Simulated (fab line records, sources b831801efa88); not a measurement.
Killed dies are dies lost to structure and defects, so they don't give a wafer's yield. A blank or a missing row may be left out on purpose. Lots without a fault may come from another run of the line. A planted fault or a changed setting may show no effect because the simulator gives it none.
A struck lot beside a sound one | flow sky130 | 16 steps out of a route of 708
Sound: wafers L387.2, L387.5, L387.6. Struck: wafers L391.4, L391.5. The cause comes at the end.
At each step with rows: each side's tool, then ch and its chambers, then its first start. Under that, the readings that differ: sound wafers | struck wafers | difference of the means | sigmas: that difference in standard deviations of wafers without a fault.
alike: readings whose means differ by less than 2 such deviations, and words and numbers that are the same on both sides. not compared: withheld readings, readings that some wafer has no value for, bounds like >300 that may hide the same value, and numbers for which the record gives no deviation and whose values overlap.
The two part at a step that has a row with sigmas, a row that says differs or no value, or rows on one side only. Numbers that don't overlap but have no deviation are shown without sigmas and don't part them. A reading that every wafer of one side lacks parts them only if that side has two wafers or more.

first, 2 steps without rows for these wafers: SKY_VT_ADJUST_PCH_PEB_05; SKY_VT_ADJUST_PCH_DEVELOP_06 (develop time 60 s).
SKY_VT_ADJUST_PCH_OVL_MEAS_07:
  sound on overlay-02, day 11 23:31; struck on overlay-01, day 13 02:23
  alike: VT_ADJUST_PCH_OVL
then, 1 step without rows for these wafers: SKY_VT_ADJUST_PCH_IMPLANT_08.
SKY_VT_ADJUST_PCH_STRIP_09: strips in O2/N2.
  sound on plasma_asher-02 ch 0,1, day 11 23:42; struck on plasma_asher-01 ch 0,1, day 13 02:35
  alike: chamber_pressure_mTorr, drypump_motor_current_A, o2_flow_sccm, oes_product_au, strip_time_to_endpoint_s
  not compared: rf_hours_counter_h
SKY_VT_ADJUST_PCH_TW_MEAS_10:
  sound on film_metro-02, day 11 23:49; struck on film_metro-04, day 13 02:41
  alike: VT_ADJUST_PCH_TW
then, 6 steps without rows for these wafers: SKY_SONOS_TUNNEL_DEHYDRATE_00 (time 60 s); SKY_SONOS_TUNNEL_HMDS_01 (prime time 60 s); SKY_SONOS_TUNNEL_COAT_02 (resist thk 1140 nm); SKY_SONOS_TUNNEL_SOFTBAKE_03 (time 60 s); SKY_SONOS_TUNNEL_EXPOSE_04 (exposes mask TUNM, target cd 410 nm); SKY_SONOS_TUNNEL_PEB_05.
SKY_SONOS_TUNNEL_DEVELOP_06: develop time 60 s.
  sound on litho_track-03 ch 0, day 12 23:50; struck on litho_track-04 ch 0, day 14 03:51
SKY_SONOS_TUNNEL_CD_MEAS_07: target cd 410 nm.
  sound on cd_sem-02, day 12 23:59; struck on cd_sem-02, day 14 03:59
  reading    | sound             | struck      | difference | sigmas
  cd_nm (nm) | 409.8 410.1 407.3 | 386.9 386.9 | -22.2      | -8
SKY_SONOS_TUNNEL_OVL_MEAS_08:
  sound on overlay-01, day 13 00:05; struck on overlay-01, day 14 04:04
  alike: SONOS_TUNNEL_OVL
-- the record jumps here: 34 days lie between the struck wafers' starts before and after (it left off in module SONOS_TUNNEL and takes up again in module PAD_OPEN, whose first step shown is number 708 of the route) --
SKY_PAD_OPEN_PROBE_99:
  sound on prober-01, day 47 04:22; struck on prober-01, day 48 04:10
  reading            | sound    | struck | difference | sigmas
  killed_at_M0_to_M3 | 44 47 40 | 27 34  | -13        | -2
  alike: killed_at_M4_up, killed_at_contacts, killed_at_front_end, killed_at_other, killed_dies, killed_open, killed_short

WHERE THEY PART
First at SKY_SONOS_TUNNEL_CD_MEAS_07; last, within this record, at SKY_PAD_OPEN_PROBE_99.

WHY: what the simulator had put in
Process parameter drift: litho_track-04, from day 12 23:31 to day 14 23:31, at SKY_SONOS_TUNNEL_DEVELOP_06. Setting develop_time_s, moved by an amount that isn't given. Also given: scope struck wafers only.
